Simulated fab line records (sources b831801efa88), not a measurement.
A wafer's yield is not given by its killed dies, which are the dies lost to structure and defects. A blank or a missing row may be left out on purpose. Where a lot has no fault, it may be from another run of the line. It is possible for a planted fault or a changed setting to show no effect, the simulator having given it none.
Which tool was responsible? | flow sky130 | Sampling: 13 lots, 39 wafers, 4 of 708 route steps

== WHAT EACH GAUGE READ, for each wafer ==
SKY_CONTACT_BOW_MEAS_05.
lot  | measured     | on           | CONTACT_BOW (um)
L773 | day 29 23:55 | filmMetro-03 | 84 79 76
L774 | day 30 17:40 | filmMetro-01 | 73 69 78
L779 | day 32 17:42 | filmMetro-04 | 73 90 81
L781 | day 33 06:59 | filmMetro-01 | 95 77 77
L783 | day 33 22:21 | filmMetro-03 | 76 75 81
L784 | day 34 06:34 | filmMetro-03 | 76 82 81
L787 | day 34 21:29 | filmMetro-01 | 84 90 85
L790 | day 36 05:33 | filmMetro-03 | 88 80 80
L792 | day 37 09:40 | filmMetro-03 | 73 79 59
L793 | day 37 10:05 | filmMetro-03 | 76 83 79
L794 | day 37 13:23 | filmMetro-03 | 96 70 85
L795 | day 37 19:10 | filmMetro-01 | 77 75 85
L796 | day 38 02:50 | filmMetro-04 | 77 85 89

SKY_VIA1_CD_MEAS_12 targets a cd of 150 nm.
lot  | measured     | on       | cdNm (nm)
L773 | day 33 12:10 | cdSem-02 | 148.4 149.3 149.1
L774 | day 34 06:32 | cdSem-01 | 148.6 148.5 146.6
L779 | day 36 03:38 | cdSem-02 | 147.5 148.2 147.2
L781 | day 36 17:16 | cdSem-02 | 150.2 150.6 149.5
L783 | day 37 08:38 | cdSem-01 | 149.8 150.0 150.4
L784 | day 37 15:26 | cdSem-02 | 149.5 150.0 151.3
L787 | day 38 05:57 | cdSem-02 | 152.1 152.8 150.6
L790 | day 39 13:04 | cdSem-02 | 152.5 149.6 149.5
L792 | day 40 16:08 | cdSem-01 | 151.0 149.9 149.1
L793 | day 40 17:31 | cdSem-01 | 150.1 151.3 150.9
L794 | day 40 19:33 | cdSem-02 | 151.3 151.3 153.3
L795 | day 41 00:54 | cdSem-01 | 150.9 150.8 150.4
L796 | day 41 05:44 | cdSem-01 | 152.4 151.4 150.2

== TOOL THAT RAN EACH LOT (tool first, then ch and the chambers of the sampled wafers, then the start) ==
lot  | SKY_METAL1_SPUTTER_01       | SKY_VIA1_HMDS_05
L773 | pvdSputter-01, day 31 04:47 | lithoTrack-01 ch 0, day 32 22:46
L774 | pvdSputter-02, day 31 23:19 | lithoTrack-04 ch 0, day 33 16:44
L779 | pvdSputter-04, day 33 21:21 | lithoTrack-03 ch 0, day 35 13:26
L781 | pvdSputter-01, day 34 10:10 | lithoTrack-03 ch 0, day 36 03:47
L783 | pvdSputter-04, day 35 02:35 | lithoTrack-03 ch 0, day 36 18:40
L784 | pvdSputter-02, day 35 09:59 | lithoTrack-03 ch 0, day 37 02:08
L787 | pvdSputter-02, day 36 01:08 | lithoTrack-04 ch 0, day 37 16:29
L790 | pvdSputter-01, day 37 09:08 | lithoTrack-01 ch 0, day 38 23:40
L792 | pvdSputter-01, day 38 13:16 | lithoTrack-03 ch 0, day 40 03:05
L793 | pvdSputter-04, day 38 13:57 | lithoTrack-04 ch 0, day 40 04:07
L794 | pvdSputter-04, day 38 15:52 | lithoTrack-04 ch 0, day 40 07:32
L795 | pvdSputter-01, day 38 22:17 | lithoTrack-01 ch 0, day 40 13:12
L796 | pvdSputter-02, day 39 04:44 | lithoTrack-01 ch 0, day 40 18:15
- SKY_METAL1_SPUTTER_01: material TiN, target thk 20 nm, time 16.7 s.
- SKY_VIA1_HMDS_05: prime time 60 s.

== AS READ BY THE TOOLS THEMSELVES (means over the sampled wafers that have a number; for cases with no such wafer, the mark the record gives instead) ==
SKY_METAL1_SPUTTER_01.
lot  | tool          | throttleValvePct (%)
L773 | pvdSputter-01 | 28.3
L774 | pvdSputter-02 | 29.7
L779 | pvdSputter-04 | 29.9
L781 | pvdSputter-01 | 29.7
L783 | pvdSputter-04 | 29.9
L784 | pvdSputter-02 | 29.9
L787 | pvdSputter-02 | 29.9
L790 | pvdSputter-01 | 28.9
L792 | pvdSputter-01 | 28.9
L793 | pvdSputter-04 | 30.2
L794 | pvdSputter-04 | 30.1
L795 | pvdSputter-01 | 29.3
L796 | pvdSputter-02 | 29.8

SKY_VIA1_HMDS_05.
lot  | tool          | primeTempC (C)
L773 | lithoTrack-01 | 119.96
L774 | lithoTrack-04 | 120.02
L779 | lithoTrack-03 | 119.98
L781 | lithoTrack-03 | 126.34
L783 | lithoTrack-03 | 126.20
L784 | lithoTrack-03 | 126.08
L787 | lithoTrack-04 | 119.93
L790 | lithoTrack-01 | 120.08
L792 | lithoTrack-03 | 120.06
L793 | lithoTrack-04 | 119.97
L794 | lithoTrack-04 | 120.13
L795 | lithoTrack-01 | 120.02
L796 | lithoTrack-01 | 119.98

== THE ANSWER, worked out from the rows above alone ==
Rule: what is usual is taken from the lots themselves. Put in order of their means at a reading, lots are off if they are a third of the lots or fewer, leave a main group of 4 or more, and stand apart from it by a gap of 3 or more times the standard deviation of the main group's means; of several such gaps the widest counts. Not used: any main group whose means are identical at the precision the tables above print for the reading. Also off: a lot with no number at a reading for which 4 or more lots have one. Any other lot the step has rows for is counted as sound. After the gauges, taken in route order, come the tools' own readings; for these a lot's mean is taken, as printed above. At the first step where some lot is off, the reading lying furthest off is the one used; lots without a number count as furthest.
Off, at SKY_VIA1_HMDS_05 on primeTempC: L781, L783, L784. Mean 120.01 C and standard deviation 0.058 in the main group.
If a tool, at that step or one of the process steps before it, ran each lot that is off and ran no sound lot following the first of them, it fits. Not one of the candidates tried fits.

== WHAT HAD BEEN PUT IN BY THE SIMULATOR ==
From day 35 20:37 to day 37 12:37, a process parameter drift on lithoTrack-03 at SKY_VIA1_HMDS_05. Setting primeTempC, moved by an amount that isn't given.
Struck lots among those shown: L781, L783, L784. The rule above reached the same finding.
